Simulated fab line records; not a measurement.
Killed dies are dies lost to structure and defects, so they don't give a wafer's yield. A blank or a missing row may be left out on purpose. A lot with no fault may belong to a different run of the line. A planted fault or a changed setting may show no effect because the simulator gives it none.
Which tool was responsible? | flow gf180mcu | 10 lots with 30 wafers sampled at 6 steps, on a route of 602 steps

== WHAT THE GAUGES SHOWED, per wafer ==
GF_V4_BOW_MEAS_05. Usual: V4_BOW typically reads 134 um, with standard deviation 7.1.
lot  | measured     | on            | V4_BOW (um) | flag
L337 | day 24 16:55 | film_metro-04 | 142 138 133 |
L338 | day 24 18:54 | film_metro-04 | 123 131 122 |
L339 | day 25 04:52 | film_metro-01 | 134 132 130 |
L343 | day 26 22:13 | film_metro-01 | 132 125 137 |
L345 | day 27 06:29 | film_metro-01 | 134 117 118 |
L348 | day 27 23:29 | film_metro-02 | 135 136 135 |
L356 | day 30 10:08 | film_metro-04 | 126 142 150 |
L357 | day 30 21:28 | film_metro-02 | 127 130 131 |
L358 | day 31 00:00 | film_metro-01 | 135 144 143 |
L359 | day 31 06:08 | film_metro-01 | 138 137 142 |

GF_V5_RS_MEAS_24: measurement is done with a four-point probe. Usual: V5_W_RS typically reads 0.329 ohm/sq, with standard deviation 0.0053.
lot  | measured     | on            | V5_W_RS (ohm/sq)  | flag
L337 | day 28 10:56 | film_metro-02 | 0.332 0.330 0.331 |
L338 | day 28 12:05 | film_metro-02 | 0.335 0.330 0.336 |
L339 | day 28 21:17 | film_metro-02 | 0.321 0.325 0.325 |
L343 | day 30 10:29 | film_metro-03 | 0.323 0.323 0.194 | OFF
L345 | day 30 18:47 | film_metro-02 | 0.328 0.195 0.195 | OFF
L348 | day 31 09:15 | film_metro-03 | 0.330 0.334 0.331 |
L356 | day 33 12:59 | film_metro-03 | 0.327 0.332 0.333 |
L357 | day 33 23:12 | film_metro-01 | 0.328 0.331 0.330 |
L358 | day 34 01:29 | film_metro-02 | 0.328 0.330 0.335 |
L359 | day 34 05:53 | film_metro-03 | 0.329 0.326 0.332 |

GF_V5_THK_MEAS_25: measures by xrf. Usual: V5_W_THK typically reads 369 nm, with standard deviation 7.2.
lot  | measured     | on            | V5_W_THK (nm) | flag
L337 | day 28 11:03 | film_metro-02 | 370 372 371   |
L338 | day 28 12:12 | film_metro-02 | 365 371 364   |
L339 | day 28 21:24 | film_metro-02 | 385 380 378   |
L343 | day 30 10:37 | film_metro-03 | 368 370 -     |
L345 | day 30 18:55 | film_metro-02 | 375 - -       |
L348 | day 31 09:22 | film_metro-03 | 366 362 363   |
L356 | day 33 13:07 | film_metro-03 | 371 366 364   |
L357 | day 33 23:19 | film_metro-01 | 374 366 371   |
L358 | day 34 01:36 | film_metro-02 | 368 367 361   |
L359 | day 34 05:59 | film_metro-03 | 365 369 363   |

== WHICH TOOL RAN EACH LOT (tool, then ch and the chambers of the sampled wafers, then the start) ==
lot  | GF_V4_STRIP_18                       | GF_MIM_SPUTTER_03            | GF_V5_CVD_23
L337 | plasma_asher-04 ch 0,1, day 25 14:36 | pvd_sputter-04, day 25 15:59 | cvd_w-02 ch 1, day 28 10:47
L338 | plasma_asher-03 ch 0,1, day 25 16:32 | pvd_sputter-04, day 25 17:56 | cvd_w-02 ch 0,1, day 28 11:57
L339 | plasma_asher-03 ch 0,1, day 26 02:39 | pvd_sputter-03, day 26 04:02 | cvd_w-01 ch 1, day 28 21:09
L343 | plasma_asher-02 ch 0,1, day 27 19:21 | pvd_sputter-01, day 27 20:46 | cvd_w-01 ch 0,1, day 30 10:23
L345 | plasma_asher-02 ch 0,1, day 28 03:58 | pvd_sputter-04, day 28 05:41 | cvd_w-01 ch 0,1, day 30 18:41
L348 | plasma_asher-04 ch 1, day 28 19:32   | pvd_sputter-01, day 28 20:55 | cvd_w-02 ch 0,1, day 31 09:07
L356 | plasma_asher-02 ch 0,1, day 31 04:49 | pvd_sputter-01, day 31 06:16 | cvd_w-01 ch 0,1, day 33 12:52
L357 | plasma_asher-02 ch 0,1, day 31 16:11 | pvd_sputter-03, day 31 17:35 | cvd_w-02 ch 0, day 33 23:02
L358 | plasma_asher-02 ch 0,1, day 31 18:52 | pvd_sputter-01, day 31 20:16 | cvd_w-01 ch 0,1, day 34 01:22
L359 | plasma_asher-02 ch 0,1, day 32 00:13 | pvd_sputter-04, day 32 01:35 | cvd_w-01 ch 0,1, day 34 05:46
- GF_V4_STRIP_18: strips in O2/N2.
- GF_MIM_SPUTTER_03: material Ti, target thk 10 nm, time 6.7 s.
- GF_V5_CVD_23: deposits W, target thk 350 nm, time 104.9 s.

== AS READ BY THE TOOLS THEMSELVES (means over the sampled wafers that have a number; for cases with no such wafer, the mark the record gives instead) ==
GF_V4_STRIP_18. Usual: drypump_motor_current_A 5.74 A, standard deviation 0.094; heater_power_w 330 W, standard deviation 27; o2_flow_sccm 3000 sccm, standard deviation 8.8; oes_product_au 0.593 a.u., standard deviation 0.0047.
lot  | tool            | drypump_motor_current_A (A) | heater_power_w (W) | o2_flow_sccm (sccm) | oes_product_au (a.u.) | flag
L337 | plasma_asher-04 | 5.96                        | 360                | 3007                | 0.593                 |
L338 | plasma_asher-03 | 5.65                        | 282                | 3012                | 0.596                 |
L339 | plasma_asher-03 | 5.66                        | 293                | 2994                | 0.597                 |
L343 | plasma_asher-02 | 5.74                        | 335                | 3001                | 0.598                 |
L345 | plasma_asher-02 | 5.74                        | 341                | 3007                | 0.594                 |
L348 | plasma_asher-04 | 5.83                        | 380                | 2989                | 0.596                 |
L356 | plasma_asher-02 | 5.75                        | 341                | 2990                | 0.588                 |
L357 | plasma_asher-02 | 5.75                        | 343                | 3005                | 0.591                 |
L358 | plasma_asher-02 | 5.73                        | 341                | 3003                | 0.591                 |
L359 | plasma_asher-02 | 5.76                        | 339                | 2999                | 0.590                 |

GF_MIM_SPUTTER_03. Usual: chamber_pressure_pa 0.2999 Pa, standard deviation 0.00065; throttle_valve_pct 29.8 %, standard deviation 1.
lot  | tool           | chamber_pressure_pa (Pa) | throttle_valve_pct (%) | flag
L337 | pvd_sputter-04 | 0.3000                   | 30.2                   |
L338 | pvd_sputter-04 | 0.3010                   | 29.6                   |
L339 | pvd_sputter-03 | 0.2996                   | 28.8                   |
L343 | pvd_sputter-01 | 0.2997                   | 31.1                   |
L345 | pvd_sputter-04 | 0.2995                   | 28.9                   |
L348 | pvd_sputter-01 | 0.3003                   | 31.0                   |
L356 | pvd_sputter-01 | 0.2996                   | 31.2                   |
L357 | pvd_sputter-03 | 0.3003                   | 28.8                   |
L358 | pvd_sputter-01 | 0.3002                   | 31.3                   |
L359 | pvd_sputter-04 | 0.3000                   | 28.9                   |

GF_V5_CVD_23. Usual: heater_power_w 819 W, standard deviation 110; susceptor_temp_C 399.97 C, standard deviation 0.22.
lot  | tool     | heater_power_w (W) | susceptor_temp_C (C) | flag
L337 | cvd_w-02 | 856                | 400.01               |
L338 | cvd_w-02 | 769                | 400.00               |
L339 | cvd_w-01 | 974                | 400.26               |
L343 | cvd_w-01 | 801                | 399.96               |
L345 | cvd_w-01 | 804                | 399.72               |
L348 | cvd_w-02 | 798                | 400.10               |
L356 | cvd_w-01 | 889                | 399.85               |
L357 | cvd_w-02 | 724                | 399.85               |
L358 | cvd_w-01 | 892                | 400.09               |
L359 | cvd_w-01 | 894                | 399.92               |

== THE ANSWER, worked out from the rows above alone ==
Rule: lot off if the mean of its wafers having a number is beyond 3 standard deviations from the usual mean. Also off: a lot with no number at a reading for which 4 or more lots have one. Where the step has rows for the other lots, those lots are counted as sound. First the gauges in route order, then the tools' own readings, where a lot's mean is used as printed above. The first step at which some lot is off is used, and at that step the reading that is off furthest; a lot without a number counts as furthest.
Off: L343, L345, at GF_V5_RS_MEAS_24 (V5_W_RS).
A tool fits if, at a process step before that reading, it ran every lot that is off, and no sound lot after the first of them. Gauges at GF_V5_RS_MEAS_24: tried the same way as those tools. None of those tried fits.

== WHAT THE SIMULATOR PUT IN ==
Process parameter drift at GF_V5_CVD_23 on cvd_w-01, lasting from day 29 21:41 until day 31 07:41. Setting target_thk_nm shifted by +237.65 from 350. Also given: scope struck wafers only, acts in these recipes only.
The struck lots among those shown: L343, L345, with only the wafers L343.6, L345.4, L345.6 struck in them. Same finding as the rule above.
